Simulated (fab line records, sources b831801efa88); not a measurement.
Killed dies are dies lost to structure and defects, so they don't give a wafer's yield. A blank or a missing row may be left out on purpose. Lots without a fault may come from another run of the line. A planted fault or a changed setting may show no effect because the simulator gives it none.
Chamber matching | flow gf180mcu | GF_SAB_CVD_00 on pecvd-01: 3 sister chambers
The step deposits SiO2 from TEOS, target thk 50 nm, time 4.9302 s. 6 wafers are shown with their chamber, then 7 later ones without.

WAFERS WITH THEIR CHAMBER
wafer  | chamber | heater_power_w (W)
L835.5 | 0       | 527
L837.5 | 1       | 707
L839.3 | 1       | 737
L839.6 | 2       | 500
L845.2 | 0       | 559
L845.3 | 2       | 509

WAFERS WITHOUT THEIR CHAMBER
wafer  | heater_power_w (W)
L845.4 | 501
L851.2 | 597
L851.5 | 482
L851.6 | 541
L852.1 | 543
L852.4 | 584
L852.5 | 496

WHICH CHAMBER EACH WENT THROUGH
wafer  | from the rows above     | in truth
L845.4 | 2                       | 2
L851.2 | 0                       | 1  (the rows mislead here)
L851.5 | 2                       | 2
L851.6 | can't be placed: 0 or 2 | 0
L852.1 | 0                       | 0
L852.4 | 0                       | 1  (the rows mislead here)
L852.5 | 2                       | 2
Placed correctly: 4 of 7. Can't be placed from these rows: 1 (the true chamber is among the candidates in 1). Placed wrongly: 2.
How it was worked out, from the rows above alone: a wafer's distance from a chamber is the root of the sum, over the readings, of the square of ((its reading less the chamber's mean) divided by the reading's scatter). The wafer belongs to the nearest chamber; if the next one is less than 2 further off, it can't be placed. A chamber's mean is the mean of its shown wafers. The scatter: the root of (the sum of the squares of (reading less its chamber's mean) over the shown wafers, divided by (wafers less chambers)).
